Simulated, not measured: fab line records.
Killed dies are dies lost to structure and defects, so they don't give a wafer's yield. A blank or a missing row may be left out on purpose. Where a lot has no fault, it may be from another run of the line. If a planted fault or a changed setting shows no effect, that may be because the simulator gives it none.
A sampling plan put to the test / flow sfq line / each of the 27 faults these records tell of, on one fab line, judged from the records of the lots it struck
The plan is the line's own looks: the steps of the route at which a gauge or an inspection reads the wafer and doesn't change it. A look is open to judgement when struck wafers have a number at it and the file gives its usual mean and standard deviation on fault-free wafers. Caught: the struck wafers' mean, at a look after the fault's first step, is 4 or more of those standard deviations (sigma) away from the usual mean. On the tool: the same test on the tool's own readings at the fault's steps. If the struck wafers alone have a blank record, or they carry another recipe, that too counts as caught.

== THE FAULTS, as the simulator had put them in ==
1. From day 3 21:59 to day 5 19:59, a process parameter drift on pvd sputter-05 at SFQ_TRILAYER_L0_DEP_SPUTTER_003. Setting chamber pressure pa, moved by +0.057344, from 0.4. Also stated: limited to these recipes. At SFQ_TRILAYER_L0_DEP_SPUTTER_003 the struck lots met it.
2. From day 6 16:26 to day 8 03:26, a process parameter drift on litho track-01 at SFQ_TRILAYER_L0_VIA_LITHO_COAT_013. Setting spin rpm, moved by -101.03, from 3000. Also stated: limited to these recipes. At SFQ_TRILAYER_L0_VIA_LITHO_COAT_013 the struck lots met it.
3. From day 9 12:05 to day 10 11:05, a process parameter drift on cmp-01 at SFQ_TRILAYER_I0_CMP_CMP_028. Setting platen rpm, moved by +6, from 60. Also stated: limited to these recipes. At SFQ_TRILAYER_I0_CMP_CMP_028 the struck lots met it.
4. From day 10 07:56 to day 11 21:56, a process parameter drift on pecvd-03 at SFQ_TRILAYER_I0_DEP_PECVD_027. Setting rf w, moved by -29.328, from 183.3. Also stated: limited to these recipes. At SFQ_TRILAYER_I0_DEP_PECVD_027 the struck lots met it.
5. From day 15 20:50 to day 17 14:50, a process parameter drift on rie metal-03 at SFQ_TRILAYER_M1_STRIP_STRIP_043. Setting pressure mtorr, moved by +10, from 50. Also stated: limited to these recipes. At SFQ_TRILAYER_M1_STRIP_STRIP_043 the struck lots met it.
6. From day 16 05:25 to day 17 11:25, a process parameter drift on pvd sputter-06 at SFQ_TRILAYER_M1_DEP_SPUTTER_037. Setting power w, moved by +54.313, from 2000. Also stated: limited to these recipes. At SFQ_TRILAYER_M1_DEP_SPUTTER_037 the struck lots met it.
7. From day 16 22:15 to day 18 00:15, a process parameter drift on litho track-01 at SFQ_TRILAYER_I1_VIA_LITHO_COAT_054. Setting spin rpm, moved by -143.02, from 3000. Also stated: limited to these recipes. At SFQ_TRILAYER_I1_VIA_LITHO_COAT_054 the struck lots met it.
8. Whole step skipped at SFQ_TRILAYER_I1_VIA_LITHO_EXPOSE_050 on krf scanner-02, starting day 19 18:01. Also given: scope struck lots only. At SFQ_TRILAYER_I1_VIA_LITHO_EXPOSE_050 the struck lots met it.
9. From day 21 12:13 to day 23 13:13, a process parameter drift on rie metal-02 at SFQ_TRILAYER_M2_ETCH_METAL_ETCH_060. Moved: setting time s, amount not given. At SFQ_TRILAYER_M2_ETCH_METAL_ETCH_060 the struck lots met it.
10. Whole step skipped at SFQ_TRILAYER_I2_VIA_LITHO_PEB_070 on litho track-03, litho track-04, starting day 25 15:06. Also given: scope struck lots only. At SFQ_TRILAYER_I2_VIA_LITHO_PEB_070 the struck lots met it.
11. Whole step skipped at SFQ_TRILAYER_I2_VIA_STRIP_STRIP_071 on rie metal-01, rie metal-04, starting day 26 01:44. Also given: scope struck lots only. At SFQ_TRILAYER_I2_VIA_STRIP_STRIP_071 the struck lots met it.
12. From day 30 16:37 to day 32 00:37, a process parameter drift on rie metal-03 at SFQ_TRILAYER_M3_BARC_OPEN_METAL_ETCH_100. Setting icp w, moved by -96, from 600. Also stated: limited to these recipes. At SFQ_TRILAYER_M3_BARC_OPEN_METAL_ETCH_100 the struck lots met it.
13. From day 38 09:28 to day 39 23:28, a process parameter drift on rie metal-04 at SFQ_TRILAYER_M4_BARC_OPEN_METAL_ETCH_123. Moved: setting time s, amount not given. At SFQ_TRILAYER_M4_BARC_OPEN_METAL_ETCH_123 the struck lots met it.
14. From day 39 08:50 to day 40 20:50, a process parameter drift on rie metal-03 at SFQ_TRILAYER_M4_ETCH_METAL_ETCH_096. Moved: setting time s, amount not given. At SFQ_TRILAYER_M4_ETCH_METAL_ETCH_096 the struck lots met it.
15. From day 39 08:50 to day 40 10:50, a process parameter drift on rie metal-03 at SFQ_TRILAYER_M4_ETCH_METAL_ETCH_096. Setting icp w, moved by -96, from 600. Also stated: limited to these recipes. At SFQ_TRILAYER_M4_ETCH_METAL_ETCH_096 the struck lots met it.
16. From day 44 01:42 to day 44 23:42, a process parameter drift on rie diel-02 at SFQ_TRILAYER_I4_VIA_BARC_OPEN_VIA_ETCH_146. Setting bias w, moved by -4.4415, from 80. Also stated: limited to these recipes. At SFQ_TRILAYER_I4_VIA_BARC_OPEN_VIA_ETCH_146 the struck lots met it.
17. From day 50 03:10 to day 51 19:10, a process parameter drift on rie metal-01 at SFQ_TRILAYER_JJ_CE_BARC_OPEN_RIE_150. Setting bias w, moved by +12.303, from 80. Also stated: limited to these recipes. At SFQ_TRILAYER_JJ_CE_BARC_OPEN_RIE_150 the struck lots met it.
18. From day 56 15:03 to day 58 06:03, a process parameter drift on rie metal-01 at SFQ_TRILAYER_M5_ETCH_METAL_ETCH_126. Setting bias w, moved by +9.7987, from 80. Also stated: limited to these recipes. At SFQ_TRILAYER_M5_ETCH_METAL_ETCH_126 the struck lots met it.
19. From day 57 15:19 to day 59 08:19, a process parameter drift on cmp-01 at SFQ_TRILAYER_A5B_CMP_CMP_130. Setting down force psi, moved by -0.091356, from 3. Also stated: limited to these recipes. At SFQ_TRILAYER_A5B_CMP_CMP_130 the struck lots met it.
20. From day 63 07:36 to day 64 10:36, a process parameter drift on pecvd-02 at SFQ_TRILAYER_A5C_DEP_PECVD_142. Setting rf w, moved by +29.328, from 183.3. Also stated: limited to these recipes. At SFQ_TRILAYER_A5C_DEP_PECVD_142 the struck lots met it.
21. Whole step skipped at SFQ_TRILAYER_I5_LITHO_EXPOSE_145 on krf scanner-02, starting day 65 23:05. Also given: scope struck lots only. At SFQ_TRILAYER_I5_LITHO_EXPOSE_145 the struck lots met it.
22. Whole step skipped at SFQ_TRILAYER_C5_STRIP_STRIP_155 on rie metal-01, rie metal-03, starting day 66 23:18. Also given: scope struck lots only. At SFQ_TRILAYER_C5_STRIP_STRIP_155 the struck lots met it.
23. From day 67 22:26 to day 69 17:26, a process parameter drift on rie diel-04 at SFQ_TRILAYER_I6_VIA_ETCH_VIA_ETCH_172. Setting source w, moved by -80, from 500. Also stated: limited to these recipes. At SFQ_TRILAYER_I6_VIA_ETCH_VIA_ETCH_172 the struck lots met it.
24. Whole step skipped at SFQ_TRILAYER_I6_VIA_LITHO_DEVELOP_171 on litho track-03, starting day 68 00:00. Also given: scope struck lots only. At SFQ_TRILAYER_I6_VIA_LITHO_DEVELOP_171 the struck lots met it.
25. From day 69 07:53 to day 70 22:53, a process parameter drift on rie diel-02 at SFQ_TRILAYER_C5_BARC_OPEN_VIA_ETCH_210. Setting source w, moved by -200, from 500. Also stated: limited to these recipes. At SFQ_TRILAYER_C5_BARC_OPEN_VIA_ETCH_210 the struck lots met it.
26. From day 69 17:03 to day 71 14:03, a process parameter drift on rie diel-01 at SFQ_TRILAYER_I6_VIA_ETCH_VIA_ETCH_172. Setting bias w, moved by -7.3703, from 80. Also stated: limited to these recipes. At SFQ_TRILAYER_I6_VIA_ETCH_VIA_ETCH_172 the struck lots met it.
27. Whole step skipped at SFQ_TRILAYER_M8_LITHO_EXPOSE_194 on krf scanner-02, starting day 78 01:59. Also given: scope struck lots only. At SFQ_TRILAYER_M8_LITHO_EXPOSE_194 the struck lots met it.

== WHAT THE PLAN SAW ==
fault=1; on the tool itself=chamber pressure pa +77 sigma; first look that catches it=no look after it can be judged; reading, sigma=-; median hours from its first step to that look=-; hours from the fault's start to the first struck lot there=-; judged looks passed uncaught=0
fault=2; on the tool itself=spin speed rpm -53 sigma; first look that catches it=no look after it can be judged; reading, sigma=-; median hours from its first step to that look=-; hours from the fault's start to the first struck lot there=-; judged looks passed uncaught=0
fault=3; on the tool itself=platen rpm +99 or beyond sigma; first look that catches it=no look after it can be judged; reading, sigma=-; median hours from its first step to that look=-; hours from the fault's start to the first struck lot there=-; judged looks passed uncaught=0
fault=4; on the tool itself=rf fwd power W -46 sigma; first look that catches it=none of the 3 looks that can be judged after it; reading, sigma=-; median hours from its first step to that look=-; hours from the fault's start to the first struck lot there=-; judged looks passed uncaught=3
fault=5; on the tool itself=chamber pressure mTorr +99 or beyond sigma; first look that catches it=not the one look that can be judged after it; reading, sigma=-; median hours from its first step to that look=-; hours from the fault's start to the first struck lot there=-; judged looks passed uncaught=1
fault=6; on the tool itself=cathode dc power W +99 or beyond sigma; first look that catches it=no look after it can be judged; reading, sigma=-; median hours from its first step to that look=-; hours from the fault's start to the first struck lot there=-; judged looks passed uncaught=0
fault=7; on the tool itself=spin speed rpm -71 sigma; first look that catches it=no look after it can be judged; reading, sigma=-; median hours from its first step to that look=-; hours from the fault's start to the first struck lot there=-; judged looks passed uncaught=0
fault=8; on the tool itself=no reading that can be judged; first look that catches it=no look after it can be judged; reading, sigma=-; median hours from its first step to that look=-; hours from the fault's start to the first struck lot there=-; judged looks passed uncaught=0
fault=9; on the tool itself=run length s -93 sigma; first look that catches it=none of the 2 looks that can be judged after it; reading, sigma=-; median hours from its first step to that look=-; hours from the fault's start to the first struck lot there=-; judged looks passed uncaught=2
fault=10; on the tool itself=the tool's record is blank for the struck wafers; first look that catches it=no look after it can be judged; reading, sigma=-; median hours from its first step to that look=-; hours from the fault's start to the first struck lot there=-; judged looks passed uncaught=0
fault=11; on the tool itself=the tool's record is blank for the struck wafers; first look that catches it=no look after it can be judged; reading, sigma=-; median hours from its first step to that look=-; hours from the fault's start to the first struck lot there=-; judged looks passed uncaught=0
fault=12; on the tool itself=rf fwd power W -43 sigma; first look that catches it=no look after it can be judged; reading, sigma=-; median hours from its first step to that look=-; hours from the fault's start to the first struck lot there=-; judged looks passed uncaught=0
fault=13; on the tool itself=run length s +7.6 sigma; first look that catches it=no look after it can be judged; reading, sigma=-; median hours from its first step to that look=-; hours from the fault's start to the first struck lot there=-; judged looks passed uncaught=0
fault=14; on the tool itself=run length s -62 sigma; first look that catches it=no look after it can be judged; reading, sigma=-; median hours from its first step to that look=-; hours from the fault's start to the first struck lot there=-; judged looks passed uncaught=0
fault=15; on the tool itself=rf fwd power W -49 sigma; first look that catches it=no look after it can be judged; reading, sigma=-; median hours from its first step to that look=-; hours from the fault's start to the first struck lot there=-; judged looks passed uncaught=0
fault=16; on the tool itself=bias w -19 sigma; first look that catches it=no look after it can be judged; reading, sigma=-; median hours from its first step to that look=-; hours from the fault's start to the first struck lot there=-; judged looks passed uncaught=0
fault=17; on the tool itself=bias w +43 sigma; first look that catches it=no look after it can be judged; reading, sigma=-; median hours from its first step to that look=-; hours from the fault's start to the first struck lot there=-; judged looks passed uncaught=0
fault=18; on the tool itself=bias w +42 sigma; first look that catches it=no look after it can be judged; reading, sigma=-; median hours from its first step to that look=-; hours from the fault's start to the first struck lot there=-; judged looks passed uncaught=0
fault=19; on the tool itself=head pressure psi -13 sigma; first look that catches it=no look after it can be judged; reading, sigma=-; median hours from its first step to that look=-; hours from the fault's start to the first struck lot there=-; judged looks passed uncaught=0
fault=20; on the tool itself=rf fwd power W +23 sigma; first look that catches it=no look after it can be judged; reading, sigma=-; median hours from its first step to that look=-; hours from the fault's start to the first struck lot there=-; judged looks passed uncaught=0
fault=21; on the tool itself=no reading that can be judged; first look that catches it=not the one look that can be judged after it; reading, sigma=-; median hours from its first step to that look=-; hours from the fault's start to the first struck lot there=-; judged looks passed uncaught=1
fault=22; on the tool itself=the tool's record is blank for the struck wafers; first look that catches it=not the one look that can be judged after it; reading, sigma=-; median hours from its first step to that look=-; hours from the fault's start to the first struck lot there=-; judged looks passed uncaught=1
fault=23; on the tool itself=rf fwd power W -53 sigma; first look that catches it=no look after it can be judged; reading, sigma=-; median hours from its first step to that look=-; hours from the fault's start to the first struck lot there=-; judged looks passed uncaught=0
fault=24; on the tool itself=the tool's record is blank for the struck wafers; first look that catches it=no look after it can be judged; reading, sigma=-; median hours from its first step to that look=-; hours from the fault's start to the first struck lot there=-; judged looks passed uncaught=0
fault=25; on the tool itself=rf fwd power W -99 or beyond sigma; first look that catches it=not the one look that can be judged after it; reading, sigma=-; median hours from its first step to that look=-; hours from the fault's start to the first struck lot there=-; judged looks passed uncaught=1
fault=26; on the tool itself=bias w -31 sigma; first look that catches it=no look after it can be judged; reading, sigma=-; median hours from its first step to that look=-; hours from the fault's start to the first struck lot there=-; judged looks passed uncaught=0
fault=27; on the tool itself=no reading that can be judged; first look that catches it=no look after it can be judged; reading, sigma=-; median hours from its first step to that look=-; hours from the fault's start to the first struck lot there=-; judged looks passed uncaught=0
Dash: fault not caught, or number not given in these records.

Caught at a look: 0 of 27. Caught on the tool: 24 of 27. By one or the other: 24 of 27.
Caught on the tool alone: faults 1, 2, 3, 4, 5, 6, 7, 9, 10, 11, 12, 13, 14, 15, 16, 17, 18, 19, 20, 22, 23, 24, 25, 26.
Caught by neither: faults 8, 21, 27.
